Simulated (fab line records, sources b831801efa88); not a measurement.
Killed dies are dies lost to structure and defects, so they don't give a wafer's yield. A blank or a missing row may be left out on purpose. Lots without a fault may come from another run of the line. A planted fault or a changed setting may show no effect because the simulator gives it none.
A struck lot beside a sound one | flow gf180mcu | 37 steps out of a route of 602
Sound: wafers L764.2, L764.5, L764.6. Struck: wafers L770.3, L770.4, L770.6. The cause comes at the end.
At each step with rows: each side's tool, then ch and its chambers, then its first start. Under that, the readings that differ: sound wafers | struck wafers | difference of the means | sigmas: that difference in standard deviations of wafers without a fault.
alike: readings whose means differ by less than 2 such deviations, and words and numbers that are the same on both sides. not compared: withheld readings, readings that some wafer has no value for, bounds like >300 that may hide the same value, and numbers for which the record gives no deviation and whose values overlap.
The two part at a step that has a row with sigmas, a row that says differs or no value, or rows on one side only. Numbers that don't overlap but have no deviation are shown without sigmas and don't part them. A reading that every wafer of one side lacks parts them only if that side has two wafers or more.

first, 11 steps without rows for these wafers: GF_DUAL_GATE_DEHYDRATE_04 (time 60 s); GF_DUAL_GATE_HMDS_05 (prime time 60 s); GF_DUAL_GATE_COAT_06 (resist thk 1000 nm); GF_DUAL_GATE_SOFTBAKE_07 (time 60 s); GF_DUAL_GATE_EXPOSE_08 (exposes mask Dualgate, target cd 700 nm); GF_DUAL_GATE_PEB_09; GF_DUAL_GATE_DEVELOP_10 (develop time 60 s); GF_DUAL_GATE_WET_ETCH_12 (etches SiO2 in dHF, target depth 13 nm, time 260 s); GF_DUAL_GATE_STRIP_13 (strips in O2/N2); GF_DUAL_GATE_CLEAN_14 (cleans in SC1/SC2, time 150 s); GF_DUAL_GATE_OXIDATION_15 (stabilise 600 s, purge 300 s, target thk 7.098 nm).
GF_POLY_GATE_CVD_00: deposits poly-Si, target thk 200 nm, time 1200 s.
  sound on lpcvd-01 ch 1, day 8 07:08; struck on lpcvd-01 ch 1, day 10 04:22
  reading                                       | sound             | struck            | difference | sigmas
  model.poly-Si_of_POLY_GATE_CVD_00.thk_nm (nm) | 200.3 199.2 198.5 | 112.4 111.7 112.3 | -87.2      |
  alike: spike_tc_top_C
GF_POLY_GATE_THK_MEAS_01:
  sound on film_metro-03, day 8 09:09; struck on film_metro-02, day 10 06:23
  reading                   | sound             | struck            | difference | sigmas
  POLY_GATE_CVD_00_THK (nm) | 200.3 199.4 198.6 | 112.4 111.7 112.4 | -87.3      | -40
then, 9 steps without rows for these wafers: GF_POLY_GATE_DEHYDRATE_02 (time 60 s); GF_POLY_GATE_HMDS_03 (prime time 60 s); GF_POLY_GATE_COAT_04; GF_POLY_GATE_COAT_05 (resist thk 700 nm); GF_POLY_GATE_SOFTBAKE_06 (time 60 s); GF_POLY_GATE_EXPOSE_07 (exposes mask Poly2, target cd 280 nm); GF_POLY_GATE_PEB_08 (peb time 90 s); GF_POLY_GATE_DEVELOP_09 (develop time 60 s); GF_POLY_GATE_ETCH_12 (etches BARC in N2/H2).
GF_POLY_GATE_ETCH_13: etches poly-Si in HBr/Cl2, stops on SiO2, target depth 198.5 nm, time 69.6 s.
  sound on rie_si-02 ch 1,2,3, day 9 01:56; struck on rie_si-01 ch 1,2, day 11 01:32
  reading                               | sound             | struck            | difference | sigmas
  oes_product_au (a.u.)                 | 0.999 0.992 0.983 | 0.688 0.678 0.688 | -0.307     | -46
  model.POLY_GATE.feature_depth_nm (nm) | 200.2 199.2 197.7 | 112.4 111.7 112.3 | -86.9      |
  model.etch.depth_nm (nm)              | 200.2 199.2 197.7 | 112.4 111.7 112.3 | -86.9      |
  alike: drypump_motor_current_A, throttle_valve_pct
  not compared: rf_hours_counter_h
then, 12 steps without rows for these wafers: GF_POLY_GATE_STRIP_14 (strips in O2/N2); GF_POLY_GATE_CLEAN_15 (cleans in SC1/SC2, time 150 s); GF_POLY_GATE_OXIDATION_16 (stabilise 600 s, purge 300 s, target thk 4 nm); GF_HV_LDD_DEHYDRATE_00 (time 60 s); GF_HV_LDD_HMDS_01 (prime time 60 s); GF_HV_LDD_COAT_02 (resist thk 1000 nm); GF_HV_LDD_SOFTBAKE_03 (time 60 s); GF_HV_LDD_EXPOSE_04 (exposes mask Nplus LV AREA, target cd 400 nm); GF_HV_LDD_PEB_05; GF_HV_LDD_DEVELOP_06 (develop time 60 s); GF_HV_LDD_IMPLANT_09; GF_HV_LDD_STRIP_10 (strips in O2/N2).
-- the record jumps here: 6 days lie between the struck wafers' starts before and after (it left off in module HV_LDD and takes up again in module SALICIDE, whose first step shown is number 278 of the route) --
GF_SALICIDE_CLEAN_00: cleans in SC1/SC2, time 150 s.
  sound on wet_bench-02 ch 2, day 14 22:05; struck on wet_bench-01 ch 0, day 17 09:20
  reading                                       | sound           | struck            | difference | sigmas
  model.poly-Si_of_POLY_GATE_CVD_00.thk_nm (nm) | 199.1 198 197.2 | 111.2 110.4 111.1 | -87.2      |
-- the record jumps here: 14 days lie between the struck wafers' starts before and after (it left off in module SALICIDE and takes up again in module PASSIVATION, whose first step shown is number 602 of the route) --
GF_PASSIVATION_PROBE_99:
  the record has rows for the struck wafers here (prober-01, day 30 22:10) and none for the sound ones

WHERE THEY PART
First at GF_POLY_GATE_THK_MEAS_01; last, within this record, at GF_PASSIVATION_PROBE_99.

WHY: what the simulator had put in
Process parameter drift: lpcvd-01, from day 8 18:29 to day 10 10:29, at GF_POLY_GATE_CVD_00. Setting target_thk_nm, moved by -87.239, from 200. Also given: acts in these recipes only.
